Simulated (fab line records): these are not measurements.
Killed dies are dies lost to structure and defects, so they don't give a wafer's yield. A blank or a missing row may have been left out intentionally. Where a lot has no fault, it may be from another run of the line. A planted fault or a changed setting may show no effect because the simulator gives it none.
8D (eight disciplines) problem report, filled in by code :: flow gf180mcu :: the parts of the form that need people (team, actions taken, sign-off) are left out

1. WHAT IS WRONG
Mean of stripTimeToEndpointS at GF_PSD_STRIP_10: 17.04 s across 9 wafers in 3 lots; on wafers with no fault it is 16.53 s (standard deviation 0.037). Measured from the usual mean, that is +14 standard deviations.
The step: strips in O2/N2.
Seen first at day 21 14:26 on plasmaAsher-03, wafer L840.1. Wafers with a number at this step in the record: 39, from 13 lots. Rule for "out" (also "out of limits"): further than 4 standard deviations from the usual mean. All remaining wafers that have a number are taken as sound.

2. WHAT IT IS AND WHAT IT IS NOT
question: which readings at this step
is: stripTimeToEndpointS
is not: drypumpMotorCurrentA, heaterPowerW

question: which lots
is: L840, L841, L843
is not: L822, L823, L825, L826, L827, L828, L829, L830, L832, L834

question: which wafers of those lots
is: all that have a number
is not: -

question: read on which tools
is: plasmaAsher-03, plasmaAsher-04
is not: plasmaAsher-02

question: when
is: from day 21 14:26
is not: up to then (30 sound wafers)

3. WHAT RULES OUT EACH SUSPECT
Counting: a tool at a process step up to the reading stays a suspect if it ran every lot that is out and no sound lot after the first of them.
- lithoTrack-02 at GF_PSD_COAT_02 (resist thk 1000 nm): kept. Every lot that is out went through it, starting with L840 (day 21 01:55), and after that it ran no sound lot; the last sound lot it ran before then is L832 (day 18 08:49).
After counting, what remains is lithoTrack-02 at GF_PSD_COAT_02.

4. THE CAUSE (what the simulator had put in)
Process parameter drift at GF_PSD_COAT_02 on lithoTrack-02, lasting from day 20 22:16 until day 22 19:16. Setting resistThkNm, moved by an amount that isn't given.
The count eliminated every tool but this one.

5. THE EFFECT CHAIN, in route order
One row per reading whose mean, taken over the struck wafers that have a number, lies over 3 standard deviations from the usual. Readings are gone through only where the record gives a usual standard deviation; hours: the median, over the lots, of the time from a lot's start at the first step in this table giving one to that lot's start at this step; sigmas: the change measured in usual standard deviations.
hours: 0
step: GF_PSD_STRIP_10
reading: stripTimeToEndpointS
usual: 16.53 s
on struck wafers: 17.04
change: +0.51
sigmas: +14
Its process steps:
- GF_PSD_STRIP_10: strips in O2/N2.
Later steps that measure or inspect, where all struck wafers having a row at the step show a number for every such reading and not one has moved that far: GF_SAB_OVL_MEAS_10.

6. WHAT WOULD HAVE CAUGHT IT SOONER
First out-of-limits reading in this record: day 21 14:26, which is 16 hours after fault onset at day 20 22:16.
An alarm limit of 4 standard deviations would not have fired on the tool readings at GF_PSD_COAT_02 for which the record gives a usual standard deviation, since none of them was out on any struck wafer.
L841, L843, from the lots that are out (3), started GF_PSD_COAT_02 on lithoTrack-02 later than day 21 14:26. A hold on the tool at that time would have spared those 2.
